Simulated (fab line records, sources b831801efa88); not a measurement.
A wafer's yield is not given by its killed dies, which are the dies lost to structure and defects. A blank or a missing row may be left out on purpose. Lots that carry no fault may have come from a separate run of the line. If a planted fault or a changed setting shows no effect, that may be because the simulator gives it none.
Which of the tools did it? :: flow gf180mcu :: 38 wafers from 13 lots sampled at 5 of the route's 602 steps

## WHAT EACH GAUGE READ, for each wafer
GF_STI_THK_MEAS_22.
lot: L207
measured: day 2 09:36
on: film_metro-01
STI_OXIDATION_01_THK (nm): 15.21 15.20 15.22

lot: L208
measured: day 2 16:37
on: film_metro-02
STI_OXIDATION_01_THK (nm): 14.90 15.12 15.26

lot: L210
measured: day 3 00:55
on: film_metro-03
STI_OXIDATION_01_THK (nm): 14.97 14.94 15.00

lot: L211
measured: day 3 06:06
on: film_metro-03
STI_OXIDATION_01_THK (nm): 15.13 14.93 15.29

lot: L212
measured: day 3 11:30
on: film_metro-03
STI_OXIDATION_01_THK (nm): 15.05 14.77 14.81

lot: L213
measured: day 3 18:47
on: film_metro-01
STI_OXIDATION_01_THK (nm): 15.08 14.81 15.11

lot: L215
measured: day 4 01:26
on: film_metro-02
STI_OXIDATION_01_THK (nm): 14.87 14.52 14.68

lot: L216
measured: day 4 06:56
on: film_metro-01
STI_OXIDATION_01_THK (nm): 15.09 15.25 15.15

lot: L217
measured: day 4 12:04
on: film_metro-01
STI_OXIDATION_01_THK (nm): 15.32 15.13 15.22

lot: L218
measured: day 4 18:20
on: film_metro-02
STI_OXIDATION_01_THK (nm): 14.90 14.72 14.78

lot: L219
measured: day 4 22:16
on: film_metro-03
STI_OXIDATION_01_THK (nm): 14.99 14.76 15.03

lot: L228
measured: day 6 20:01
on: film_metro-01
STI_OXIDATION_01_THK (nm): 14.88 15.09

lot: L229
measured: day 7 01:28
on: film_metro-01
STI_OXIDATION_01_THK (nm): 15.02 15.00 14.89

GF_NWELL_TW_MEAS_11.
lot: L207
measured: day 3 13:10
on: film_metro-03
NWELL_TW: 1592 1596 1594

lot: L208
measured: day 4 00:20
on: film_metro-04
NWELL_TW: 1602 1589 1593

lot: L210
measured: day 4 07:16
on: film_metro-03
NWELL_TW: 1590 1588 1586

lot: L211
measured: day 4 13:15
on: film_metro-02
NWELL_TW: 1581 1578 1573

lot: L212
measured: day 4 17:01
on: film_metro-03
NWELL_TW: 1592 1584 1596

lot: L213
measured: day 5 01:26
on: film_metro-02
NWELL_TW: 1567 1573 1574

lot: L215
measured: day 5 07:14
on: film_metro-02
NWELL_TW: 1576 1582 1586

lot: L216
measured: day 5 14:22
on: film_metro-02
NWELL_TW: 1570 1572 1575

lot: L217
measured: day 5 20:13
on: film_metro-03
NWELL_TW: 1592 1599 1587

lot: L218
measured: day 6 01:16
on: film_metro-03
NWELL_TW: 1582 1592 1588

lot: L219
measured: day 6 08:17
on: film_metro-03
NWELL_TW: 1592 1590 1596

lot: L228
measured: day 8 07:16
on: film_metro-02
NWELL_TW: 1576 1582

lot: L229
measured: day 8 13:00
on: film_metro-02
NWELL_TW: 1591 1586 1586

GF_LVPWELL_OVL_MEAS_07.
lot: L207
measured: day 4 01:17
on: overlay-01
LVPWELL_OVL (nm): 1.9 0.8 1.3

lot: L208
measured: day 4 13:35
on: overlay-01
LVPWELL_OVL (nm): -1.7 -2.3 -2.2

lot: L210
measured: day 4 20:41
on: overlay-02
LVPWELL_OVL (nm): -1.8 -3.4 -2.2

lot: L211
measured: day 5 02:29
on: overlay-02
LVPWELL_OVL (nm): -0.8 -1.7 -1.5

lot: L212
measured: day 5 06:07
on: overlay-01
LVPWELL_OVL (nm): 0.4 -0.2 -1.5

lot: L213
measured: day 5 14:56
on: overlay-01
LVPWELL_OVL (nm): 0.7 2.3 0.1

lot: L215
measured: day 5 20:56
on: overlay-01
LVPWELL_OVL (nm): -1.9 -1.6 -0.8

lot: L216
measured: day 6 04:34
on: overlay-02
LVPWELL_OVL (nm): -3.8 -2.6 -1.9

lot: L217
measured: day 6 11:08
on: overlay-01
LVPWELL_OVL (nm): 0.6 -0.9 0.4

lot: L218
measured: day 6 15:29
on: overlay-02
LVPWELL_OVL (nm): -2.3 -1.6 -1.5

lot: L219
measured: day 6 23:05
on: overlay-02
LVPWELL_OVL (nm): -0.7 0.0 0.4

lot: L228
measured: day 9 00:34
on: overlay-01
LVPWELL_OVL (nm): 0.2 -0.6

lot: L229
measured: day 9 05:58
on: overlay-01
LVPWELL_OVL (nm): 0.5 -1.2 0.8

## TOOL THAT RAN EACH LOT (tool first, then ch and the chambers of the sampled wafers, then the start)
lot: L207
GF_STI_ETCH_13: rie_diel-02 ch 0,2,3, day 2 07:46
GF_STI_STRIP_15: plasma_asher-03 ch 0,1, day 2 07:57

lot: L208
GF_STI_ETCH_13: rie_diel-02 ch 0,1,2, day 2 14:36
GF_STI_STRIP_15: plasma_asher-04 ch 0,1, day 2 14:45

lot: L210
GF_STI_ETCH_13: rie_diel-04 ch 0,2, day 2 23:02
GF_STI_STRIP_15: plasma_asher-04 ch 0,1, day 2 23:11

lot: L211
GF_STI_ETCH_13: rie_diel-03 ch 0,1,2, day 3 02:45
GF_STI_STRIP_15: plasma_asher-04 ch 0,1, day 3 02:56

lot: L212
GF_STI_ETCH_13: rie_diel-04 ch 1,2,3, day 3 08:33
GF_STI_STRIP_15: plasma_asher-04 ch 0,1, day 3 08:42

lot: L213
GF_STI_ETCH_13: rie_diel-02 ch 0,1, day 3 17:02
GF_STI_STRIP_15: plasma_asher-03 ch 0,1, day 3 17:11

lot: L215
GF_STI_ETCH_13: rie_diel-03 ch 1,2, day 3 23:42
GF_STI_STRIP_15: plasma_asher-01 ch 0,1, day 3 23:51

lot: L216
GF_STI_ETCH_13: rie_diel-03 ch 1,2, day 4 04:48
GF_STI_STRIP_15: plasma_asher-04 ch 0,1, day 4 04:57

lot: L217
GF_STI_ETCH_13: rie_diel-02 ch 0,1, day 4 10:09
GF_STI_STRIP_15: plasma_asher-01 ch 0,1, day 4 10:18

lot: L218
GF_STI_ETCH_13: rie_diel-04 ch 0,1,2, day 4 14:57
GF_STI_STRIP_15: plasma_asher-04 ch 1, day 4 15:06

lot: L219
GF_STI_ETCH_13: rie_diel-02 ch 0,2,3, day 4 20:09
GF_STI_STRIP_15: plasma_asher-04 ch 1, day 4 20:18

lot: L228
GF_STI_ETCH_13: rie_diel-04 ch 0,3, day 6 18:17
GF_STI_STRIP_15: plasma_asher-03 ch 0, day 6 18:26

lot: L229
GF_STI_ETCH_13: rie_diel-02 ch 2,3, day 6 23:44
GF_STI_STRIP_15: plasma_asher-01 ch 0,1, day 6 23:53
- GF_STI_ETCH_13: etches the open film in CHF3/O2, stops on Si, target depth 282.31 nm, time 112.9 s.
- GF_STI_STRIP_15: strips in O2/N2.

## AS READ BY THE TOOLS THEMSELVES (means over the sampled wafers that have a number; for cases with no such wafer, the mark the record gives instead)
GF_STI_ETCH_13.
lot: L207
tool: rie_diel-02
drypump_motor_current_A (A): 6.0
oes_product_au (a.u.): 0.832
throttle_valve_pct (%): 8.799

lot: L208
tool: rie_diel-02
drypump_motor_current_A (A): 5.8
oes_product_au (a.u.): 0.834
throttle_valve_pct (%): 8.818

lot: L210
tool: rie_diel-04
drypump_motor_current_A (A): 5.4
oes_product_au (a.u.): 0.832
throttle_valve_pct (%): 8.814

lot: L211
tool: rie_diel-03
drypump_motor_current_A (A): 6.0
oes_product_au (a.u.): 0.837
throttle_valve_pct (%): 8.812

lot: L212
tool: rie_diel-04
drypump_motor_current_A (A): 5.5
oes_product_au (a.u.): 0.832
throttle_valve_pct (%): 8.811

lot: L213
tool: rie_diel-02
drypump_motor_current_A (A): 5.5
oes_product_au (a.u.): 0.822
throttle_valve_pct (%): 8.806

lot: L215
tool: rie_diel-03
drypump_motor_current_A (A): 5.9
oes_product_au (a.u.): 0.826
throttle_valve_pct (%): 8.802

lot: L216
tool: rie_diel-03
drypump_motor_current_A (A): 5.9
oes_product_au (a.u.): 0.831
throttle_valve_pct (%): 8.811

lot: L217
tool: rie_diel-02
drypump_motor_current_A (A): 5.5
oes_product_au (a.u.): 0.833
throttle_valve_pct (%): 8.809

lot: L218
tool: rie_diel-04
drypump_motor_current_A (A): 5.4
oes_product_au (a.u.): 0.824
throttle_valve_pct (%): 8.808

lot: L219
tool: rie_diel-02
drypump_motor_current_A (A): 6.0
oes_product_au (a.u.): 0.831
throttle_valve_pct (%): 8.810

lot: L228
tool: rie_diel-04
drypump_motor_current_A (A): 5.4
oes_product_au (a.u.): 0.660
throttle_valve_pct (%): 8.764

lot: L229
tool: rie_diel-02
drypump_motor_current_A (A): 5.8
oes_product_au (a.u.): 0.832
throttle_valve_pct (%): 8.808

GF_STI_STRIP_15.
lot: L207
tool: plasma_asher-03
drypump_motor_current_A (A): 5.68
heater_power_w (W): 325
n2_flow_sccm (sccm): 300.4
oes_product_au (a.u.): 0.379
strip_time_to_endpoint_s (s): 3.75

lot: L208
tool: plasma_asher-04
drypump_motor_current_A (A): 5.47
heater_power_w (W): 351
n2_flow_sccm (sccm): 300.6
oes_product_au (a.u.): 0.389
strip_time_to_endpoint_s (s): 3.73

lot: L210
tool: plasma_asher-04
drypump_motor_current_A (A): 5.55
heater_power_w (W): 335
n2_flow_sccm (sccm): 300.4
oes_product_au (a.u.): 0.379
strip_time_to_endpoint_s (s): 3.68

lot: L211
tool: plasma_asher-04
drypump_motor_current_A (A): 5.55
heater_power_w (W): 338
n2_flow_sccm (sccm): 299.7
oes_product_au (a.u.): 0.382
strip_time_to_endpoint_s (s): 3.67

lot: L212
tool: plasma_asher-04
drypump_motor_current_A (A): 5.57
heater_power_w (W): 342
n2_flow_sccm (sccm): 299.9
oes_product_au (a.u.): 0.383
strip_time_to_endpoint_s (s): 3.70

lot: L213
tool: plasma_asher-03
drypump_motor_current_A (A): 5.69
heater_power_w (W): 326
n2_flow_sccm (sccm): 299.8
oes_product_au (a.u.): 0.378
strip_time_to_endpoint_s (s): 3.68

lot: L215
tool: plasma_asher-01
drypump_motor_current_A (A): 5.98
heater_power_w (W): 383
n2_flow_sccm (sccm): 300.1
oes_product_au (a.u.): 0.382
strip_time_to_endpoint_s (s): 3.69

lot: L216
tool: plasma_asher-04
drypump_motor_current_A (A): 5.56
heater_power_w (W): 337
n2_flow_sccm (sccm): 299.7
oes_product_au (a.u.): 0.381
strip_time_to_endpoint_s (s): 3.64

lot: L217
tool: plasma_asher-01
drypump_motor_current_A (A): 5.78
heater_power_w (W): 425
n2_flow_sccm (sccm): 299.1
oes_product_au (a.u.): 0.384
strip_time_to_endpoint_s (s): 3.76

lot: L218
tool: plasma_asher-04
drypump_motor_current_A (A): 5.38
heater_power_w (W): 359
n2_flow_sccm (sccm): 299.2
oes_product_au (a.u.): 0.383
strip_time_to_endpoint_s (s): 3.73

lot: L219
tool: plasma_asher-04
drypump_motor_current_A (A): 5.36
heater_power_w (W): 358
n2_flow_sccm (sccm): 300.6
oes_product_au (a.u.): 0.378
strip_time_to_endpoint_s (s): 3.66

lot: L228
tool: plasma_asher-03
drypump_motor_current_A (A): 5.77
heater_power_w (W): 326
n2_flow_sccm (sccm): 299.5
oes_product_au (a.u.): 0.326
strip_time_to_endpoint_s (s): 2.26

lot: L229
tool: plasma_asher-01
drypump_motor_current_A (A): 6.00
heater_power_w (W): 381
n2_flow_sccm (sccm): 300.0
oes_product_au (a.u.): 0.384
strip_time_to_endpoint_s (s): 3.69

## THE ANSWER, worked out from the rows above alone
Rule: usual is defined by the lots themselves. The widest of any qualifying gaps counts: lots, ordered by their means at a reading, are off when they make up no more than a third of the lots, leave a main group of 4 or more, and stand apart from it by 3 or more times the standard deviation of that group's means. A main group whose means are all the same, to the digits that the tables above print for the reading, isn't used. A lot without any number at a reading at which 4 lots or more have one is off too. The other lots that the step has rows for count as sound. After the gauges, taken in route order, come the tools' own readings; for these a lot's mean is taken, as printed above. The first step at which some lot is off is used, and at that step the reading that is off furthest; a lot without a number counts as furthest.
Off: L228, at GF_STI_ETCH_13 (oes_product_au). Main group: mean 0.831 a.u., sd 0.0041.
If a tool, at that step or one of the process steps before it, ran each lot that is off and ran no sound lot following the first of them, it fits. One candidate fits, namely rie_diel-04 at GF_STI_ETCH_13. A fault onset in the window from L218 (day 4 14:57, its last sound lot) to L228 (day 6 18:17, its first lot off) fits.
The tool's own readings at GF_STI_ETCH_13 bear it out: on the lots that are off they differ by more than 5 times the standard deviation of the sound lots' means. oes_product_au reads 0.660 a.u. there against 0.831 a.u. on the sound lots; throttle_valve_pct reads 8.764 % there against 8.809 % on the sound lots.

## WHAT THE SIMULATOR PUT IN
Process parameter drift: rie_diel-04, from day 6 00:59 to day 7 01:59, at GF_STI_ETCH_13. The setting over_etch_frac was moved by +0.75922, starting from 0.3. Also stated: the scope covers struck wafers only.
Lots struck among those shown: L228. The rule above reached the same finding.
